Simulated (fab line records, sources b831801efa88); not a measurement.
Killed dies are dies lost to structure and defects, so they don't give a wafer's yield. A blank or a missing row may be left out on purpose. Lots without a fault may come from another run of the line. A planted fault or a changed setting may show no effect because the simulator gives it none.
A struck lot beside a sound one | flow sky130 | 17 steps out of a route of 708
Sound: wafers L325.2, L325.3, L325.4. Struck: wafer L317.1. (L317.3 of the same lot was not struck and is left out.) The cause comes at the end.
At each step with rows: each side's tool, then ch and its chambers, then its first start. Under that, the readings that differ: sound wafers | struck wafers | difference of the means | sigmas: that difference in standard deviations of wafers without a fault.
alike: readings whose means differ by less than 2 such deviations, and words and numbers that are the same on both sides. not compared: withheld readings, readings that some wafer has no value for, bounds like >300 that may hide the same value, and numbers for which the record gives no deviation and whose values overlap.
The two part at a step that has a row with sigmas, a row that says differs or no value, or rows on one side only. Numbers that don't overlap but have no deviation are shown without sigmas and don't part them. A reading that every wafer of one side lacks parts them only if that side has two wafers or more.

SKY_VT_ADJUST_HVTR_OVL_MEAS_08:
  sound on overlay-02, day 14 23:45; struck on overlay-02, day 12 21:00
  alike: VT_ADJUST_HVTR_OVL
then, 1 step without rows for these wafers: SKY_VT_ADJUST_HVTR_IMPLANT_09.
SKY_VT_ADJUST_HVTR_STRIP_10: strips in O2/N2.
  sound on plasma_asher-03 ch 0,1, day 14 23:56; struck on plasma_asher-02 ch 0, day 12 21:11
  alike: chamber_pressure_mTorr, drypump_motor_current_A, oes_product_au, strip_time_to_endpoint_s
  not compared: rf_hours_counter_h
SKY_VT_ADJUST_HVTR_TW_MEAS_11:
  sound on film_metro-04, day 15 00:02; struck on film_metro-03, day 12 21:17
  alike: VT_ADJUST_HVTR_TW
then, 7 steps without rows for these wafers: SKY_VT_ADJUST_PCH_DEHYDRATE_00 (time 60 s); SKY_VT_ADJUST_PCH_HMDS_01 (prime time 60 s); SKY_VT_ADJUST_PCH_COAT_02 (resist thk 3000 nm); SKY_VT_ADJUST_PCH_SOFTBAKE_03; SKY_VT_ADJUST_PCH_EXPOSE_04 (exposes mask NWM, target cd 840 nm); SKY_VT_ADJUST_PCH_PEB_05; SKY_VT_ADJUST_PCH_DEVELOP_06 (develop time 60 s).
SKY_VT_ADJUST_PCH_OVL_MEAS_07:
  sound on overlay-02, day 16 03:17; struck on overlay-01, day 13 21:14
  alike: VT_ADJUST_PCH_OVL
SKY_VT_ADJUST_PCH_IMPLANT_08:
  sound on implanter-02 ch 0, day 16 03:21; struck on implanter-03 ch 0, day 13 21:16
  alike: faraday_current_uA
SKY_VT_ADJUST_PCH_STRIP_09: strips in O2/N2.
  sound on plasma_asher-03 ch 0,1, day 16 03:28; struck on plasma_asher-04 ch 1, day 13 21:25
  alike: chamber_pressure_mTorr, drypump_motor_current_A, oes_product_au, strip_time_to_endpoint_s
  not compared: rf_hours_counter_h
SKY_VT_ADJUST_PCH_TW_MEAS_10:
  sound on film_metro-02, day 16 03:35; struck on film_metro-04, day 13 21:31
  reading          | sound             | struck | difference | sigmas
  VT_ADJUST_PCH_TW | 143.2 142.8 142.8 | 140.6  | -2.3       | -3
then, 1 step without rows for these wafers: SKY_SONOS_TUNNEL_DEHYDRATE_00 (time 60 s).
-- the record jumps here: 35 days lie between the struck wafers' starts before and after (it left off in module SONOS_TUNNEL and takes up again in module PAD_OPEN, whose first step shown is number 708 of the route) --
SKY_PAD_OPEN_PROBE_99:
  sound on prober-02, day 49 22:47; struck on prober-01, day 48 16:53
  reading                              | sound                    | struck  | difference | sigmas
  killed_at_contacts                   | 33 25 31                 | 15      | -15        | -3
  killed_dies                          | 88 93 101                | 67      | -27        | -3
  killed_open                          | 52 50 56                 | 33      | -20        | -3
  model.etest.pfet_01v8_lvt.vt_v_range | 0.02295 0.01962 0.02282  | 0.03723 | +0.01543   |
  model.etest.pfet_01v8.vt_v_range     | 0.01071 0.01229 0.007366 | 0.0127  | +0.0026    |
  alike: killed_at_M0_to_M3, killed_at_M4_up, killed_at_front_end, killed_at_other, killed_short

WHERE THEY PART
First at SKY_VT_ADJUST_PCH_TW_MEAS_10; last, within this record, at SKY_PAD_OPEN_PROBE_99.

WHY: what the simulator had put in
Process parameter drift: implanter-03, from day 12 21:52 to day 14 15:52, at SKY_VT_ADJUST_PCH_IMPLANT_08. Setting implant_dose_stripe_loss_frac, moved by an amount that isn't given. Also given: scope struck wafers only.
